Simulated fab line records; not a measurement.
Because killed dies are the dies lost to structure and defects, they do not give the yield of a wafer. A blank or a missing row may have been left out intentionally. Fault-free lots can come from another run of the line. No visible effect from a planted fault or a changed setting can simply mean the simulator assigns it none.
Which tool did it? | flow gf180mcu | 42 wafers from 14 lots sampled at 3 of the route's 602 steps

## WHAT THE GAUGES SHOWED, per wafer
GF_STI_THK_MEAS_30. Usual: STI_OXIDATION_02_THK 9.85 nm, standard deviation 0.19.
lot  | measured    | on            | STI_OXIDATION_02_THK (nm) | flag
L737 | day 2 07:01 | film metro-02 | 9.98 9.82 9.82            |
L738 | day 2 13:12 | film metro-03 | 9.79 9.76 9.66            |
L739 | day 2 16:59 | film metro-01 | 9.79 9.63 9.84            |
L740 | day 2 21:38 | film metro-01 | 9.92 9.79 9.78            |
L741 | day 3 02:08 | film metro-03 | 10.20 10.16 10.02         |
L742 | day 3 09:26 | film metro-01 | 9.64 9.54 9.58            |
L747 | day 4 08:57 | film metro-02 | 9.77 9.96 9.78            |
L750 | day 5 02:07 | film metro-03 | 9.96 10.16 9.95           |
L751 | day 5 05:23 | film metro-01 | 9.81 9.92 9.98            |
L752 | day 5 12:28 | film metro-01 | 9.72 9.60 9.48            |
L755 | day 6 03:44 | film metro-03 | 10.02 9.91 9.97           |
L756 | day 6 07:55 | film metro-02 | 10.04 10.07 9.94          |
L757 | day 6 13:15 | film metro-03 | 9.79 9.82 10.07           |
L760 | day 7 05:26 | film metro-02 | 9.99 10.07 10.11          |

## EACH LOT AND THE TOOL THAT RAN IT (in order: tool; ch and the chambers of the sampled wafers; start)
lot  | GF_STI_ETCH_13                    | GF_STI_STRIP_15
L737 | rie diel-01 ch 1,3, day 2 01:17   | plasma asher-03 ch 1, day 2 01:26
L738 | rie diel-02 ch 0,1,2, day 2 06:17 | plasma asher-02 ch 0,1, day 2 06:26
L739 | rie diel-01 ch 2,3, day 2 11:47   | plasma asher-02 ch 0,1, day 2 11:56
L740 | rie diel-03 ch 0,1, day 2 15:50   | plasma asher-01 ch 0,1, day 2 15:59
L741 | rie diel-01 ch 1,3, day 2 21:47   | plasma asher-02 ch 0,1, day 2 21:58
L742 | rie diel-01 ch 0,1,3, day 3 03:08 | plasma asher-02 ch 0,1, day 3 03:17
L747 | rie diel-01 ch 0,1,3, day 4 04:44 | plasma asher-03 ch 0,1, day 4 04:53
L750 | rie diel-01 ch 1,2,3, day 4 21:12 | plasma asher-03 ch 0,1, day 4 21:23
L751 | rie diel-02 ch 0,2, day 5 01:02   | plasma asher-03 ch 0,1, day 5 01:11
L752 | rie diel-01 ch 1,2,3, day 5 08:05 | plasma asher-02 ch 0,1, day 5 08:14
L755 | rie diel-02 ch 0,1,2, day 5 22:26 | plasma asher-01 ch 0,1, day 5 22:35
L756 | rie diel-03 ch 0,3, day 6 03:08   | plasma asher-03 ch 0,1, day 6 03:17
L757 | rie diel-02 ch 1,2,3, day 6 08:43 | plasma asher-01 ch 0,1, day 6 08:52
L760 | rie diel-02 ch 0,2,3, day 6 23:53 | plasma asher-01 ch 0,1, day 7 00:02
- GF_STI_ETCH_13: etches the open film in CHF3/O2, stops on Si, target depth 282.31 nm, time 112.9 s.
- GF_STI_STRIP_15: strips in O2/N2.

## AS READ BY THE TOOLS THEMSELVES (means over the sampled wafers that have a number; for cases with no such wafer, the mark the record gives instead)
GF_STI_ETCH_13. Usual: O2_flow_sccm 5.001 sccm, standard deviation 0.014; drypump motor current A 5.5 A, standard deviation 0.35; oes product au 0.832 a.u., standard deviation 0.007; throttle valve pct 8.810 %, standard deviation 0.0092.
lot  | tool        | O2_flow_sccm (sccm) | drypump motor current A (A) | oes product au (a.u.) | throttle valve pct (%) | flag
L737 | rie diel-01 | 4.993               | 5.4                         | 0.841                 | 8.821                  |
L738 | rie diel-02 | 5.020               | 5.4                         | 0.834                 | 8.816                  |
L739 | rie diel-01 | 4.997               | 5.2                         | 0.827                 | 8.803                  |
L740 | rie diel-03 | 5.010               | 5.4                         | 0.835                 | 8.820                  |
L741 | rie diel-01 | 5.016               | 5.4                         | 0.841                 | 8.808                  |
L742 | rie diel-01 | 4.998               | 5.3                         | 0.833                 | 8.806                  |
L747 | rie diel-01 | 5.002               | 5.3                         | 0.831                 | 8.808                  |
L750 | rie diel-01 | 4.995               | 5.3                         | 0.830                 | 8.808                  |
L751 | rie diel-02 | 5.005               | 5.1                         | 0.832                 | 8.807                  |
L752 | rie diel-01 | 5.012               | 5.3                         | 0.836                 | 8.817                  |
L755 | rie diel-02 | 5.002               | 5.5                         | 0.826                 | 8.808                  |
L756 | rie diel-03 | 5.004               | 5.9                         | 0.825                 | 8.808                  |
L757 | rie diel-02 | 5.009               | 5.4                         | 0.842                 | 8.814                  |
L760 | rie diel-02 | 4.991               | 5.2                         | 0.827                 | 8.808                  |

GF_STI_STRIP_15. Usual: drypump motor current A is 5.9 A with standard deviation 0.39, heater power w is 345 W with standard deviation 38, n2 flow sccm is 300.0 sccm with standard deviation 0.79, o2 flow sccm is 3000 sccm with standard deviation 9.3, oes product au is 0.385 a.u. with standard deviation 0.0049, platen temp c is 250.00 C with standard deviation 0.18, and strip time to endpoint s is 3.75 s with standard deviation 0.053.
lot  | tool            | drypump motor current A (A) | heater power w (W) | n2 flow sccm (sccm) | o2 flow sccm (sccm) | oes product au (a.u.) | platen temp c (C) | strip time to endpoint s (s) | flag
L737 | plasma asher-03 | 5.2                         | 287                | 300.0               | 3007                | 0.381                 | 249.85            | 3.73                         |
L738 | plasma asher-02 | 6.1                         | 391                | 299.7               | 3004                | 0.389                 | 250.02            | 3.78                         |
L739 | plasma asher-02 | 6.0                         | 370                | 299.7               | 3010                | 0.379                 | 250.04            | 3.72                         |
L740 | plasma asher-01 | 5.7                         | 344                | 300.8               | 2992                | 0.383                 | 250.19            | 3.75                         |
L741 | plasma asher-02 | 6.0                         | 379                | 299.5               | 2996                | 0.389                 | 249.87            | 3.70                         |
L742 | plasma asher-02 | 5.9                         | 373                | 299.6               | 2999                | 0.386                 | 249.88            | 3.69                         |
L747 | plasma asher-03 | 6.0                         | 315                | 299.8               | 3004                | 0.386                 | 250.03            | 3.73                         |
L750 | plasma asher-03 | 5.6                         | 299                | 300.6               | 3003                | 0.389                 | 250.00            | 3.74                         |
L751 | plasma asher-03 | 5.6                         | 300                | 300.1               | 2991                | 0.382                 | 249.99            | 3.81                         |
L752 | plasma asher-02 | 6.1                         | 393                | 299.8               | 2995                | 0.388                 | 249.92            | 3.75                         |
L755 | plasma asher-01 | 5.7                         | 345                | 300.0               | 3004                | 0.381                 | 249.88            | 3.71                         |
L756 | plasma asher-03 | 6.0                         | 314                | 300.0               | 3008                | 0.389                 | 249.87            | 3.80                         |
L757 | plasma asher-01 | 5.7                         | 343                | 299.3               | 2998                | 0.389                 | 250.00            | 3.79                         |
L760 | plasma asher-01 | 5.7                         | 344                | 300.6               | 3008                | 0.385                 | 250.12            | 3.75                         |

## THE ANSWER, worked out from the rows above alone
Rule: lot off if the mean of its wafers having a number is beyond 3 standard deviations from the usual mean. Also off: a lot with no number at a reading for which 4 or more lots have one. Where the step has rows for the other lots, those lots are counted as sound. First the gauges in route order, then the tools' own readings, where a lot's mean is used as printed above. At the first step where some lot is off, the reading lying furthest off is the one used; lots without a number count as furthest.
No lot is off at any reading shown: from this, nothing can be told.

## WHAT WAS PUT IN BY THE SIMULATOR
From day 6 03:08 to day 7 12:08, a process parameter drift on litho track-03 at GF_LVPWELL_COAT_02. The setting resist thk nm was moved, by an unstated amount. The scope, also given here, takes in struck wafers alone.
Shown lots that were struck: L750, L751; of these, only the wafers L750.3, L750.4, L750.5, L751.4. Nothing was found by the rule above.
